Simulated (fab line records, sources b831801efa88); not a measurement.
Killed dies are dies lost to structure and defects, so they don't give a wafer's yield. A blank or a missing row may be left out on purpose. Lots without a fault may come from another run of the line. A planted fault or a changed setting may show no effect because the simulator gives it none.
One fault seen from 2 desks | flow gf180mcu | each desk has only its own numbers; what lay behind them comes last

THE METROLOGY DESK
What the gauges read, lot by lot, whatever tool the lot ran on: means of the sampled wafers that have a number. A lot is out of limits, marked OUT, if its mean lies more than 4 standard deviations from the usual mean; the brackets give that distance.
Columns: A = cd_nm at GF_V5_CD_MEAS_14, usual 259.5 nm
lot  | first seen here | A
L528 | day 26 22:52    | 262.1
L530 | day 27 15:00    | 261.7
L531 | day 27 21:11    | 259.1
L532 | day 28 07:00    | 260.2
L533 | day 28 13:32    | 257.4
L536 | day 29 18:55    | 260.5
L537 | day 30 02:01    | 260.6
L538 | day 30 07:55    | 259.1
L544 | day 32 05:15    | 258.3
L547 | day 32 19:16    | 258.9
L549 | day 33 03:44    | 258.6
L551 | day 33 09:27    | 257.7
L550 | day 33 13:35    | 257.8
This desk's finding: nothing out of limits on any of the 13 lots.

THE TOOL OWNER'S DESK: litho_track-02
The tool's own readings at GF_V5_DEVELOP_13 (develop time 60 s): means of the sampled wafers that have a number, for each lot that ran on this tool. A lot is out of limits, marked OUT, if its mean lies more than 4 standard deviations from the usual mean; the brackets give that distance.
Columns: A = developer_temp_C at GF_V5_DEVELOP_13, usual 20.99 C
lot  | first seen here | A
L532 | day 28 06:51    | 20.99
L533 | day 28 13:23    | 21.01
L536 | day 29 18:46    | 20.10 (-9.1) OUT
L538 | day 30 07:46    | 20.17 (-8.5) OUT
L549 | day 33 03:36    | 20.92
This desk's finding: out of limits on L536, L538; first on L536, day 29 18:46 (developer_temp_C at GF_V5_DEVELOP_13). In limits: L532, L533, L549.

PUT TOGETHER
The tool owner's desk could have raised an alarm at day 29 18:46, on L536, L538.
The metrology desk saw nothing out of limits.
The metrology desk has L536, L538 on record, within its limits.
Of the lots named, all ran GF_V5_DEVELOP_13 on litho_track-02.

WHAT THE SIMULATOR HAD PUT IN
Process parameter drift: litho_track-02, from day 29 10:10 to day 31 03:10, at GF_V5_DEVELOP_13. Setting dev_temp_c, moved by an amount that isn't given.
Lots struck among those shown: L536, L538.
Hours from the fault's start to each desk's first reading out of limits: the tool owner's desk, 9.
